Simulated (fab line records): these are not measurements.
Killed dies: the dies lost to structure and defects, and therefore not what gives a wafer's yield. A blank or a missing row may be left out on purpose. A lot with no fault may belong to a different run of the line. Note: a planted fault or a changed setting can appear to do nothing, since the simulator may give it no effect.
One fault through the eyes of 2 desks -- flow gf180mcu -- each desk has only its own numbers; what lay behind them comes last

## AT THE METROLOGY DESK
Lot by lot, what the gauges showed, no matter which tool ran the lot: averages of those sampled wafers that carry a number. If a lot's mean is further than 4 standard deviations from the usual mean, the lot is out of limits and carries the mark OUT (the distance appears in the brackets).
Columns: A = MVSD_RS at GF_VT_IMPLANT_RS_MEAS_46, usual 456.4 ohm/sq; B = DUAL_GATE_OVL at GF_DUAL_GATE_OVL_MEAS_11, usual 1.0 nm; C = POLY_GATE_CVD_00_THK at GF_POLY_GATE_THK_MEAS_01, usual 200.2 nm
lot,first seen here,A,B,C
L956,day 7 23:30,456.3,0.2,199.5
L957,day 8 08:49,458.4,1.1,199.0
L959,day 8 17:12,457.2,0.1,198.6
L961,day 9 10:10,456.4,0.7,199.3
L962,day 9 18:20,456.3,0.5,298.6 (+58) OUT
L963,day 10 02:50,455.2,1.1,294.3 (+55) OUT
L965,day 11 04:07,456.4,-0.3,199.5
L971,day 12 09:13,456.4,0.6,199.5
L973,day 12 19:56,458.6,0.7,202.6
L974,day 13 02:14,457.4,1.5,202.0
L975,day 13 10:20,456.6,1.4,198.5
L976,day 13 14:42,454.9,1.6,199.6
L977,day 13 21:18,454.7,2.9,201.4
This desk finds L962, L963 out of limits, with the earliest case on L962 at day 10 18:24 (POLY_GATE_CVD_00_THK at GF_POLY_GATE_THK_MEAS_01). Within limits: L956, L957, L959, L961, L965, L971, L973, L974, L975, L976, L977.

## AT THE TOOL OWNER'S DESK: lpcvd-01
The tool's own readings at GF_POLY_GATE_CVD_00 (deposits poly-Si, target thk 200 nm, time 1200 s): means of the sampled wafers that have a number, for each lot that ran on this tool. If a lot's mean is further than 4 standard deviations from the usual mean, the lot is out of limits and carries the mark OUT (the distance appears in the brackets).
Columns: A = pressure-mtorr at GF_POLY_GATE_CVD_00, usual 200.0 mTorr; B = spike-tc-bottom-C at GF_POLY_GATE_CVD_00, usual 636 C; C = spike-tc-centre-C at GF_POLY_GATE_CVD_00, usual 620.0 C; D = spike-tc-lower-C at GF_POLY_GATE_CVD_00, usual 620.5 C; E = spike-tc-top-C at GF_POLY_GATE_CVD_00, usual 635.9 C; F = spike-tc-upper-C at GF_POLY_GATE_CVD_00, usual 619.8 C; G = susceptor-temp-C at GF_POLY_GATE_CVD_00, usual 620.01 C
lot,first seen here,A,B,C,D,E,F,G
L957,day 9 05:26,200.0,631,620.5,620.3,636.2,619.7,620.42
L959,day 9 14:34,199.5,638,617.7,620.1,633.0,619.1,620.06
L961,day 10 08:43,199.8,638,619.6,619.4,633.9,620.1,620.02
L962,day 10 17:04,199.7,647,636.3 (+12) OUT,636.2 (+11) OUT,651.5 (+7.4) OUT,636.7 (+15) OUT,636.94 (+63) OUT
L963,day 11 01:38,199.6,646,636.1 (+12) OUT,635.7 (+11) OUT,651.1 (+7.2) OUT,637.0 (+16) OUT,636.96 (+63) OUT
L973,day 13 20:54,199.7,639,618.4,621.0,633.8,619.6,619.58
L974,day 14 03:56,200.1,630,620.4,617.5,635.0,620.1,619.92
This desk finds L962, L963 out of limits, L962 being first, at day 10 17:04 (spike-tc-centre-C at GF_POLY_GATE_CVD_00). Within limits: L957, L959, L961, L973, L974.

## ALL TOGETHER
On L962, L963, at day 10 17:04, an alarm was possible from the tool owner's desk.
The metrology desk could have raised an alarm at day 10 18:24, on L962, L963.
Of the lots named, all ran GF_POLY_GATE_CVD_00 on lpcvd-01.

## WHAT WAS PUT IN BY THE SIMULATOR
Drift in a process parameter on lpcvd-01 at GF_POLY_GATE_CVD_00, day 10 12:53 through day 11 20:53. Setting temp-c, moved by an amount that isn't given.
Shown lots that were struck: L962, L963.
Hours from the fault's start to each desk's first reading out of limits: the tool owner's desk, 4; the metrology desk, 6.
